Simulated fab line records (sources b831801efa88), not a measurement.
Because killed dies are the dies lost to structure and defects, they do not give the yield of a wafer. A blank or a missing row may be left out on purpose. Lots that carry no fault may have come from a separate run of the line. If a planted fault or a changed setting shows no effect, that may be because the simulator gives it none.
Chamber matching | flow sfq line | SFQ_TRILAYER_I7_CMP_CMP_184 on cmp-01: 3 sister chambers
The step polishes SiO2. 14 wafers are shown with their chamber, then 4 later ones without.

== EACH WAFER AND ITS CHAMBER ==
wafer  | chamber | motor current A (A) | time to endpoint s (s)
L765.1 | 1       | 10.8                | 216
L765.2 | 0       | 11.3                | 209
L765.3 | 3       | 10.2                | 209
L770.4 | 0       | 10.5                | 214
L770.6 | 0       | 10.7                | 214
L776.1 | 3       | 10.2                | 207
L776.2 | 1       | 10.0                | 207
L776.3 | 0       | 11.1                | 213
L778.2 | 3       | 10.7                | 212
L778.5 | 0       | 10.6                | 217
L778.6 | 3       | 10.6                | 204
L779.2 | 1       | 10.9                | 201
L779.3 | 3       | 10.9                | 218
L779.5 | 1       | 10.4                | 214

SIGNATURES (means of the wafers above)
reading            | chamber 0 | chamber 1 | chamber 3 | scatter within a chamber
motor current A    | 10.840    | 10.525    | 10.520    | 0.353
time to endpoint s | 213.40    | 209.50    | 210.00    | 5.12
Rule: for each reading, subtract the chamber's mean from the wafer's reading, divide by that reading's scatter and square the result; add these up over the readings and take the root, which gives the wafer's distance from the chamber. The wafer belongs to the nearest chamber; if the next one is less than 2 further off, it can't be placed. The scatter: take each reading less its chamber's mean, square it, sum over the shown wafers, divide by the number of wafers less the number of chambers, and take the root.

== WAFERS WITH NO CHAMBER GIVEN ==
wafer  | motor current A (A) | time to endpoint s (s)
L782.2 | 10.6                | 221
L782.3 | 10.8                | 223
L785.4 | 11.5                | 207
L785.6 | 10.5                | 215

== WHICH CHAMBER EACH WENT THROUGH ==
wafer  | from the rows above          | in truth
L782.2 | can't be placed: 0 or 3 or 1 | 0
L782.3 | can't be placed: 0 or 3 or 1 | 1
L785.4 | can't be placed: 0 or 1 or 3 | 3
L785.6 | can't be placed: 3 or 0 or 1 | 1
Correctly placed: 0 of 4. These rows do not allow placing 4 (true chamber among the candidates in 4). Placed wrongly: 0.
